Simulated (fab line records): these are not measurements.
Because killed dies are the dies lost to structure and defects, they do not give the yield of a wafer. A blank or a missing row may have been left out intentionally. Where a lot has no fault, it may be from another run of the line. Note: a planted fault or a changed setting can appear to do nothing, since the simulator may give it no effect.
Struck lot and sound lot, side by side	flow sky130	21 out of 708 route steps
Sound: these wafers, L154.3, L154.4, L154.5. The struck wafers were L155.1, L155.3, L155.4. The cause comes at the end.
At each step with rows: each side's tool, then ch and its chambers, then its first start. Under that, the readings that differ: sound wafers	struck wafers	difference of the means	sigmas: that difference in standard deviations of wafers without a fault.
alike: readings with means less than 2 such deviations apart, plus words and numbers identical on both sides. not compared: withheld readings, readings lacking a value on some wafer, bounds such as >300 that could conceal the same value, and numbers that have no deviation in the record and whose values overlap.
The two part at a step that has a row with sigmas, a row that says differs or no value, or rows on one side only. Non-overlapping numbers with no deviation appear without sigmas and do not part them. A reading missing from all wafers of one side parts the sides only when that side holds two or more wafers.

first, 3 steps without rows for these wafers: SKY_POLY_CUT_EXPOSE_05 (exposes mask NPCM, target cd 270 nm); SKY_POLY_CUT_PEB_06; SKY_POLY_CUT_DEVELOP_07 (develop time 60 s).
SKY_POLY_CUT_CD_MEAS_08: the cd target is 270 nm.
  sound: cd-sem-01 at day 26 23:35; struck: cd-sem-01 at day 27 02:58
  alike: cd-nm
SKY_POLY_CUT_OVL_MEAS_09:
  sound: overlay-02 at day 26 23:40; struck: overlay-02 at day 27 03:05
  alike: POLY_CUT_OVL
SKY_POLY_CUT_ETCH_10: etches BARC in N2/H2, stops on SiO2, time 45.9 s, target depth 60 nm.
  sound on rie-diel-02 ch 1,2, day 26 23:41; struck on rie-diel-02 ch 1,2,3, day 27 03:08
  alike: chamber-pressure-mTorr, drypump-motor-current-A, oes-product-au, throttle-valve-pct
  not compared: rf-hours-counter-h
SKY_POLY_CUT_ETCH_11: etches Si3N4 in CF4/CH2F2/Ar, stops on poly-Si, time 42.5 s, target depth 60 nm.
  sound on rie-diel-02 ch 1,2, day 26 23:44; struck on rie-diel-02 ch 1,2,3, day 27 03:10
  alike: cf4-flow-sccm, chamber-pressure-mTorr, drypump-motor-current-A, oes-product-au, throttle-valve-pct
  not compared: rf-hours-counter-h
SKY_POLY_CUT_STRIP_12: strips in O2/N2.
  sound on plasma-asher-04 ch 0,1, day 26 23:49; struck on plasma-asher-04 ch 0,1, day 27 03:13
reading	sound	struck	difference	sigmas
strip-time-to-endpoint-s (s)	5.328 5.329 5.329	5.389 5.380 5.366	+0.050	+2
  alike: chamber-pressure-mTorr, drypump-motor-current-A, oes-product-au
  not compared: rf-hours-counter-h
then, 4 steps without rows for these wafers: SKY_SD_P_DEHYDRATE_00 (time 60 s); SKY_SD_P_HMDS_01 (prime time 60 s); SKY_SD_P_COAT_02 (resist thk 1140 nm); SKY_SD_P_SOFTBAKE_03 (time 60 s).
SKY_SD_P_EXPOSE_04: exposes mask PSDM, target cd 380 nm.
  sound on iline-stepper-01 ch 0, day 27 14:53; struck on iline-stepper-02 ch 0, day 27 17:36
reading	sound	struck	difference	sigmas
mask	PSDM#0 PSDM#0 PSDM#0	NSDM#0 NSDM#0 NSDM#0	differs	
then, 2 steps without rows for these wafers: SKY_SD_P_PEB_05; SKY_SD_P_DEVELOP_06 (develop time 60 s).
SKY_SD_P_CD_MEAS_07: the cd target is 380 nm.
  sound: cd-sem-01 at day 28 05:14; struck: cd-sem-02 at day 28 08:49
reading	sound	struck	difference	sigmas
cd-nm (nm)	379.6 376.3 382.0	- - -	no value on the struck wafers	
SKY_SD_P_OVL_MEAS_08:
  sound: overlay-02 at day 28 05:19; struck: overlay-01 at day 28 08:56
reading	sound	struck	difference	sigmas
SD_P_OVL (nm)	0.9 0.0 1.3	- - -	no value on the struck wafers	
following that, these wafers have no rows for 1 step: SKY_SD_P_IMPLANT_09.
SKY_SD_P_STRIP_10: strips in O2/N2.
  sound on plasma-asher-01 ch 0,1, day 28 05:32; struck on plasma-asher-03 ch 0,1, day 28 09:08
reading	sound	struck	difference	sigmas
oes-product-au (a.u.)	0.620 0.623 0.627	0.610 0.618 0.614	-0.009	-2
  alike: chamber-pressure-mTorr, drypump-motor-current-A, strip-time-to-endpoint-s
  not compared: rf-hours-counter-h
SKY_SD_P_TW_MEAS_11:
  sound: film-metro-04 at day 28 05:37; struck: film-metro-04 at day 28 09:32
reading	sound	struck	difference	sigmas
SD_P_TW	2855 2841 2852	30 30 30	-2819	-99 or more
  not compared: hold
SKY_PAD_OPEN_PROBE_99:
  sound wafers here have rows in the record (prober-01, day 48 01:26); struck ones have none

WHERE THEY PART
First at SKY_POLY_CUT_STRIP_12; last, within this record, at SKY_PAD_OPEN_PROBE_99.

WHY: what the simulator had put in
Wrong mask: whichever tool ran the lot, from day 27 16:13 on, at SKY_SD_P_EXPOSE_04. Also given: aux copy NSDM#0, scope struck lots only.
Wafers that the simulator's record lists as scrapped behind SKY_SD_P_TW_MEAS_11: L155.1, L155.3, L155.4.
